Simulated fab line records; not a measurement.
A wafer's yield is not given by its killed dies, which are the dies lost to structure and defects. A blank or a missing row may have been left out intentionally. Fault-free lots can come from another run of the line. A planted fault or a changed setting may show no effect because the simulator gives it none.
Code-filled problem report in 8D (eight disciplines) form | flow gf180mcu | the parts of the form that need people (team, actions taken, sign-off) are left out

## 1. PROBLEM STATEMENT
Wafers without a fault read 56.60 W, standard deviation 0.048; heater power total W at GF_DUAL_GATE_SOFTBAKE_07 reads a mean of 57.20 W on 6 wafers belonging to 2 lots. That puts it +13 standard deviations away from the usual mean.
The step: time 60 s.
Earliest sighting: wafer L671.3 on litho track-02 at day 11 18:01. At this step, 42 wafers from 14 lots have a number in the record. Rule for "out", or "out of limits": more than 4 standard deviations from the usual mean. The rest of the wafers with a number are treated as sound.

## 2. WHAT IT IS, WHAT IT ISN'T
question                    | is                     | is not
which readings at this step | heater power total W   | -
which lots                  | L671, L672             | L659, L660, L661, L662, L663, L664, L665, L674, L677, L679, L681, L682
which wafers of those lots  | all that have a number | -
read on which tools         | litho track-02         | litho track-01, litho track-03
when                        | from day 11 18:01      | up to then (21 sound wafers); but 15 sound wafers of L674, L677, L679, L681, L682 came after

## 3. SUSPECTS, AND WHAT RULES EACH OUT
Counting: any tool at a process step up to the reading is kept as a suspect provided that every lot that is out went through it and no sound lot did after the first of them.
- litho track-02 at GF_DUAL_GATE_SOFTBAKE_07 (time 60 s): kept. It processed each lot that is out, first L671 at day 11 18:01, and no sound lot thereafter; up to then, the last sound lot it processed was L665 at day 10 00:43. On those wafers its own readings are out: heater power total W.
Left after counting: litho track-02 at GF_DUAL_GATE_SOFTBAKE_07.

## 4. THE CAUSE (what the simulator had put in)
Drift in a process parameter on litho track-02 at GF_DUAL_GATE_SOFTBAKE_07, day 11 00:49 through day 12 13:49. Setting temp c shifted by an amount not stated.
Only this tool survived the counting.

## 5. THE EFFECT CHAIN, in route order
Each row: a reading where the mean over the struck wafers with a number is more than 3 standard deviations away from the usual. Only readings whose record carries a usual standard deviation are examined. hours: median over the lots of the time between each lot's start at the first step of this table that gives one and its start at this step. sigmas: the change, counted in usual standard deviations.
hours | step                     | reading              | usual   | on struck wafers | change | sigmas
0     | GF_DUAL_GATE_SOFTBAKE_07 | heater power total W | 56.60 W | 57.20            | +0.60  | +13
0     | GF_DUAL_GATE_SOFTBAKE_07 | plate temp C         | 90.00 C | 90.68            | +0.68  | +5.2
The process steps in it:
- GF_DUAL_GATE_SOFTBAKE_07: time 60 s.
At these later measuring or inspecting steps, every struck wafer for which the step has a row has a number for every such reading, and none has moved that far: GF_CONTACT_THK_MEAS_26.

## 6. HOW IT WOULD HAVE BEEN CAUGHT EARLIER
In this record no reading fell out of limits until day 11 18:01, 17 hours after the fault had begun at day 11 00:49.
